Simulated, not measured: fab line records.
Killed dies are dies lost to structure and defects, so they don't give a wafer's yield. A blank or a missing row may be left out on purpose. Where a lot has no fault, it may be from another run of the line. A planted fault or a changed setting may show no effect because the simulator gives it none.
Which tool is to blame?    flow sky130    Sampling: 12 lots, 36 wafers, 5 of 708 route steps

## WHAT THE GAUGES SHOWED, per wafer
SKY_SONOS_ONO_THK_MEAS_03.
lot   measured      on             SONOS_ONO_CVD_02_THK (nm)
L717  day 11 18:28  film-metro-01  10.71 10.62 10.63
L718  day 12 05:37  film-metro-02  10.49 10.42 10.56
L721  day 12 16:41  film-metro-04  10.54 10.44 10.45
L723  day 13 07:44  film-metro-02  10.63 10.69 10.61
L724  day 13 17:40  film-metro-01  10.50 10.64 10.50
L726  day 14 10:56  film-metro-04  10.60 10.57 10.43
L727  day 15 01:02  film-metro-04  11.71 11.78 11.69
L728  day 15 02:07  film-metro-01  11.82 11.70 11.72
L737  day 18 00:09  film-metro-04  10.59 10.46 10.64
L738  day 18 12:44  film-metro-01  10.68 10.53 10.65
L739  day 18 18:42  film-metro-01  10.43 10.42 10.37
L740  day 19 03:05  film-metro-04  10.46 10.52 10.36

SKY_LDD_N_OVL_MEAS_07.
lot   measured      on          LDD_N_OVL (nm)
L717  day 17 14:43  overlay-01  0.0 -2.9 -1.7
L718  day 18 03:25  overlay-01  -0.5 -1.5 -2.7
L721  day 19 17:38  overlay-02  -0.5 -1.8 -1.2
L723  day 19 18:04  overlay-01  1.1 0.7 -1.0
L724  day 20 04:40  overlay-02  3.3 1.5 2.0
L726  day 20 23:09  overlay-01  -0.2 -1.2 -1.2
L727  day 21 15:52  overlay-02  1.5 -0.6 1.3
L728  day 21 14:58  overlay-01  0.4 0.7 -0.6
L737  day 24 18:43  overlay-01  1.4 -0.6 -0.3
L738  day 25 07:27  overlay-01  -1.1 -0.7 -1.4
L739  day 25 11:47  overlay-01  -0.9 -0.1 0.5
L740  day 25 18:08  overlay-02  -0.1 -1.3 -0.6

SKY_RES_XHIGH_TW_MEAS_09.
lot   measured      on             RES_XHIGH_TW
L717  day 26 15:50  film-metro-01  1641 1628 1634
L718  day 27 01:08  film-metro-02  1658 1667 1663
L721  day 28 15:53  film-metro-02  1654 1659 1654
L723  day 28 15:21  film-metro-02  1661 1661 1654
L724  day 28 23:27  film-metro-02  1653 1658 1652
L726  day 29 19:12  film-metro-03  1616 1617 1619
L727  day 30 08:27  film-metro-01  1623 1628 1625
L728  day 30 07:51  film-metro-01  1611 1620 1619
L737  day 33 03:54  film-metro-03  1639 1627 1630
L738  day 33 14:53  film-metro-02  1643 1651 1646
L739  day 33 20:20  film-metro-02  1649 1649 1653
L740  day 34 00:54  film-metro-03  1630 1626 1630

## WHAT TOOL EACH LOT RAN ON (gives the tool, then ch and the chambers of the sampled wafers, and finally the start)
lot   SKY_SONOS_ONO_CVD_02         SKY_LDD_P_STRIP_10
L717  lpcvd-02 ch 0, day 11 17:24  plasma-asher-01 ch 0,1, day 18 22:55
L718  lpcvd-02 ch 0, day 12 04:34  plasma-asher-03 ch 0,1, day 19 11:01
L721  lpcvd-02 ch 1, day 12 15:38  plasma-asher-01 ch 0,1, day 21 03:21
L723  lpcvd-02 ch 0, day 13 06:41  plasma-asher-02 ch 0,1, day 21 04:00
L724  lpcvd-02 ch 1, day 13 16:37  plasma-asher-02 ch 0,1, day 21 12:52
L726  lpcvd-02 ch 1, day 14 09:53  plasma-asher-03 ch 0,1, day 22 07:42
L727  lpcvd-02 ch 1, day 14 23:59  plasma-asher-03 ch 0, day 22 23:43
L728  lpcvd-02 ch 1, day 15 01:02  plasma-asher-02 ch 0,1, day 22 23:02
L737  lpcvd-02 ch 1, day 17 23:05  plasma-asher-03 ch 0,1, day 26 01:28
L738  lpcvd-02 ch 1, day 18 11:40  plasma-asher-02 ch 0,1, day 26 14:40
L739  lpcvd-02 ch 0, day 18 17:37  plasma-asher-01 ch 0,1, day 26 18:44
L740  lpcvd-02 ch 0, day 19 02:02  plasma-asher-02 ch 0,1, day 27 00:43
- SKY_SONOS_ONO_CVD_02: deposits Si3N4 from DCS/NH3, target thk 10.5 nm, time 180 s.
- SKY_LDD_P_STRIP_10: strips in O2/N2.

## WHAT THE TOOLS THEMSELVES READ (means of the sampled wafers that have a number; where no wafer has one, the mark that the record gives instead)
SKY_SONOS_ONO_CVD_02.
lot   tool      zone-power-centre-pct (%)  zone-power-upper-pct (%)
L717  lpcvd-02  15.3                       12.4
L718  lpcvd-02  15.1                       12.4
L721  lpcvd-02  13.5                       14.0
L723  lpcvd-02  15.0                       12.2
L724  lpcvd-02  13.7                       14.0
L726  lpcvd-02  13.5                       13.8
L727  lpcvd-02  13.6                       13.9
L728  lpcvd-02  13.7                       14.0
L737  lpcvd-02  13.6                       13.9
L738  lpcvd-02  13.5                       13.9
L739  lpcvd-02  15.2                       12.5
L740  lpcvd-02  15.2                       12.4

SKY_LDD_P_STRIP_10.
lot   tool             drypump-motor-current-A (A)  oes-product-au (a.u.)  strip-time-to-endpoint-s (s)
L717  plasma-asher-01  5.1                          0.716                  14.22
L718  plasma-asher-03  5.7                          0.715                  14.15
L721  plasma-asher-01  5.1                          0.718                  14.19
L723  plasma-asher-02  5.8                          0.711                  14.12
L724  plasma-asher-02  6.0                          0.722                  14.22
L726  plasma-asher-03  5.7                          0.719                  14.15
L727  plasma-asher-03  5.8                          0.711                  14.24
L728  plasma-asher-02  5.8                          0.716                  14.19
L737  plasma-asher-03  5.7                          0.712                  14.13
L738  plasma-asher-02  5.8                          0.720                  14.16
L739  plasma-asher-01  5.1                          0.718                  14.16
L740  plasma-asher-02  6.0                          0.714                  14.23

## THE ANSWER, worked out from the rows above alone
Rule: the lots themselves supply what counts as usual. Put in order of their means at a reading, lots are off if they are a third of the lots or fewer, leave a main group of 4 or more, and stand apart from it by a gap of 3 or more times the standard deviation of the main group's means; of several such gaps the widest counts. If all means in a main group match to the digits the tables above print for the reading, that group is not used. A lot without any number at a reading at which 4 lots or more have one is off too. Where the step has rows for the other lots, those lots are counted as sound. Order of review: gauges by route order, followed by the tools' own readings, for which a lot's mean as printed above is used. At the first step where some lot is off, the reading lying furthest off is the one used; lots without a number count as furthest.
Off: at SKY_SONOS_ONO_THK_MEAS_03 (SONOS_ONO_CVD_02_THK), L727, L728. The main group: mean 10.54 nm, standard deviation 0.08.
If a tool, at a process step before that reading, ran all the lots that are off and no sound lot after the first of them, it fits. Those tools and the gauges at SKY_SONOS_ONO_THK_MEAS_03 are tried in the same way. Of those tried, none fits.

## WHAT THE SIMULATOR HAD INSERTED
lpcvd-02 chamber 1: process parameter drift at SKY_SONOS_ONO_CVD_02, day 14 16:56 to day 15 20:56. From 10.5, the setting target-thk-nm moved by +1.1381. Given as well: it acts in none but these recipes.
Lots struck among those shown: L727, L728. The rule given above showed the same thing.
